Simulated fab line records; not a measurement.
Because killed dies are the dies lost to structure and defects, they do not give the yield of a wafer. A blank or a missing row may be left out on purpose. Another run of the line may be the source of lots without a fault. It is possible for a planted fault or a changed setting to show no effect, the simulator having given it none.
Chamber matching	flow gf180mcu	GF_CONTACT_CMP_04 on cmp-01 has 4 sister chambers
The step polishes SiO2. 4 wafers are shown with their chamber, then 12 later ones without.

== WAFERS WITH THEIR CHAMBER ==
wafer	chamber	motor current A (A)
L088.3	2	11.9
L090.3	3	11.3
L090.5	0	12.4
L090.6	1	13.0

== WAFERS MISSING THEIR CHAMBER ==
wafer	motor current A (A)
L094.2	12.2
L094.3	12.3
L094.4	12.4
L095.2	11.9
L095.4	11.2
L095.6	11.8
L096.3	13.4
L096.5	12.8
L096.6	11.1
L097.1	11.8
L097.2	11.8
L097.4	11.2

== WHICH CHAMBER EACH ONE RAN IN ==
wafer	from the rows above	in truth
L094.2	can't be placed: 0 or 2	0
L094.3	can't be placed: 0 or 2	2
L094.4	0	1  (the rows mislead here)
L095.2	2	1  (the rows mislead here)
L095.4	3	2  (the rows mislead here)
L095.6	2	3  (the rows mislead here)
L096.3	1	1
L096.5	can't be placed: 1 or 0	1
L096.6	3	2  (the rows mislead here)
L097.1	2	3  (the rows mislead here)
L097.2	2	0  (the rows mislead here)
L097.4	3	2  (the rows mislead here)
Correctly placed: 1 of 12. From these rows, 3 cannot be placed; in 3 the true chamber is one of the candidates. Placed wrongly: 8.
How it was worked out, from the rows above alone: a wafer's distance from a chamber is the root of the sum, over the readings, of the square of ((its reading less the chamber's mean) divided by the reading's scatter). The wafer belongs to the nearest chamber; if the next one is less than 2 further off, it can't be placed. Each chamber's mean is taken over the wafers shown for it. The scatter: root of mean squared gap, hidden wafer to nearest shown wafer, with one shown wafer a chamber.
